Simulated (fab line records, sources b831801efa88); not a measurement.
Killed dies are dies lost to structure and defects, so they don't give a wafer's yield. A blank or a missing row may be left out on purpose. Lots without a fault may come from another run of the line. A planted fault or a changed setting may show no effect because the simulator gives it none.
Chamber matching | flow gf180mcu | GF_V2_CMP_04 on cmp-02: 4 sister chambers
The step polishes SiO2. 8 wafers are shown with their chamber, then 7 later ones without.

WAFERS WITH THEIR CHAMBER
wafer  | chamber | motor_current_A (A) | time_to_endpoint_s (s)
L529.4 | 0       | 11.3                | 78
L531.2 | 2       | 12.1                | 82
L532.6 | 3       | 13.5                | 78
L535.1 | 2       | 12.4                | 76
L535.2 | 1       | 10.6                | 72
L535.3 | 3       | 13.7                | 70
L536.1 | 1       | 10.1                | 74
L536.3 | 0       | 12.0                | 72

WAFERS WITHOUT THEIR CHAMBER
wafer  | motor_current_A (A) | time_to_endpoint_s (s)
L536.4 | 12.5                | 76
L537.2 | 10.9                | 74
L537.3 | 11.5                | 77
L537.6 | 13.5                | 84
L539.2 | 11.1                | 76
L539.4 | 10.7                | 78
L539.5 | 11.0                | 77

WHICH CHAMBER EACH WENT THROUGH
wafer  | from the rows above          | in truth
L536.4 | can't be placed: 2 or 0      | 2
L537.2 | can't be placed: 1 or 0      | 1
L537.3 | can't be placed: 0 or 2      | 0
L537.6 | can't be placed: 3 or 2      | 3
L539.2 | can't be placed: 0 or 1 or 2 | 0
L539.4 | can't be placed: 1 or 0      | 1
L539.5 | can't be placed: 0 or 1 or 2 | 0
Placed correctly: 0 of 7. Can't be placed from these rows: 7 (the true chamber is among the candidates in 7). Placed wrongly: 0.
How it was worked out, from the rows above alone: a wafer's distance from a chamber is the root of the sum, over the readings, of the square of ((its reading less the chamber's mean) divided by the reading's scatter). The wafer belongs to the nearest chamber; if the next one is less than 2 further off, it can't be placed. A chamber's mean is the mean of its shown wafers. The scatter: the root of (the sum of the squares of (reading less its chamber's mean) over the shown wafers, divided by (wafers less chambers)).
